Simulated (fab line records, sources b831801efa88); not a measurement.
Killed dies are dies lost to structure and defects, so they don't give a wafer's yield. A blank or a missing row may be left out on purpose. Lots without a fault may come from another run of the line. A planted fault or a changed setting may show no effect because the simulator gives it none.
Problem report in the 8D (eight disciplines) form, filled by code | flow sky130 | the parts of the form that need people (team, actions taken, sign-off) are left out

1. THE PROBLEM
NWELL_TW at SKY_NWELL_TW_MEAS_15 reads a mean of 909 on 3 wafers of 1 lot; wafers without a fault read 1820 with a standard deviation of 19. That is -48 standard deviations from the usual mean.
First seen on wafer L494.1, day 7 10:55, on film_metro-01. The record holds 39 wafers of 13 lots with a number at this step. Rule for "out", or "out of limits": more than 4 standard deviations from the usual mean. The other wafers with a number count as sound.

2. WHAT IT IS AND WHAT IT IS NOT
question                    | is                     | is not
which readings at this step | NWELL_TW               | -
which lots                  | L494                   | L485, L486, L489, L490, L491, L492, L493, L502, L503, L504, L505, L506
which wafers of those lots  | all that have a number | -
read on which gauges        | film_metro-01          | film_metro-03, film_metro-04
when                        | from day 7 10:55       | up to then (21 sound wafers); but 15 sound wafers of L502, L503, L504, L505, L506 came after

3. SUSPECTS, AND WHAT RULES EACH OUT
Counting: a tool at a process step up to the reading stays a suspect if it ran every lot that is out and no sound lot after the first of them.
- the gauge at SKY_NWELL_TW_MEAS_15: ruled out. All the wafers that are out were read on film_metro-01, but those of them that SKY_PWDE_STRIP_09 has rows for are out there too, on other tools.
- plasma_asher-02 at SKY_FIELD_ISO_STRIP_16 (strips in O2/N2): ruled out as a lasting fault. Sound lots L502, L503, L505, L506 ran on it after its first lot that is out, L494 (day 4 16:17).
- plasma_asher-03 at SKY_PWDE_STRIP_09 (strips in O2/N2): ruled out as a lasting fault. Sound lots L503, L505 ran on it after its first lot that is out, L494 (day 6 15:36).
- plasma_asher-04 at SKY_NWELL_STRIP_14 (strips in O2/N2): ruled out as a lasting fault. Sound lots L503, L505 ran on it after its first lot that is out, L494 (day 7 10:49).
Left after counting: nothing in the record.

4. THE CAUSE (what the simulator had put in)
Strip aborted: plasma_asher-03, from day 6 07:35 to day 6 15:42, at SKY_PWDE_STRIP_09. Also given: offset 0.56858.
Counting ruled it out, wrongly: the rule takes a fault to strike every lot that its tool runs from its start on, and this one did not.

5. THE CHAIN OF EFFECTS, in route order
Each row: a reading whose mean over the struck wafers that have a number lies more than 3 standard deviations from the usual. Only readings for which the record gives a usual standard deviation are gone through. hours: the time from each lot's start at the first step in this table that gives one to its start at this step, as a median over the lots. sigmas: the change in usual standard deviations.
hours | step                 | reading                  | usual      | on struck wafers | change | sigmas
0     | SKY_PWDE_STRIP_09    | oes_product_au           | 0.722 a.u. | 0.959            | +0.237 | +54
19    | SKY_NWELL_STRIP_14   | strip_time_to_endpoint_s | 36.94 s    | 49.74            | +12.80 | +99 or more
19    | SKY_NWELL_TW_MEAS_15 | NWELL_TW                 | 1820       | 909              | -911   | -48
The process steps in it:
- SKY_PWDE_STRIP_09: strips in O2/N2.
- SKY_NWELL_STRIP_14: strips in O2/N2.
Readings that are blank on the struck wafers while sound wafers have them: strip_time_to_endpoint_s at SKY_PWDE_STRIP_09.

6. WHAT WOULD HAVE CAUGHT IT SOONER
In this record the first reading out of limits at a measuring or inspecting step was taken at day 7 10:55, 27 hours after the fault began at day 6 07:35.
The tool's own readings at SKY_PWDE_STRIP_09 were out on every struck wafer that the step has a row for (oes_product_au): an alarm limit on them would have fired on the first of those.
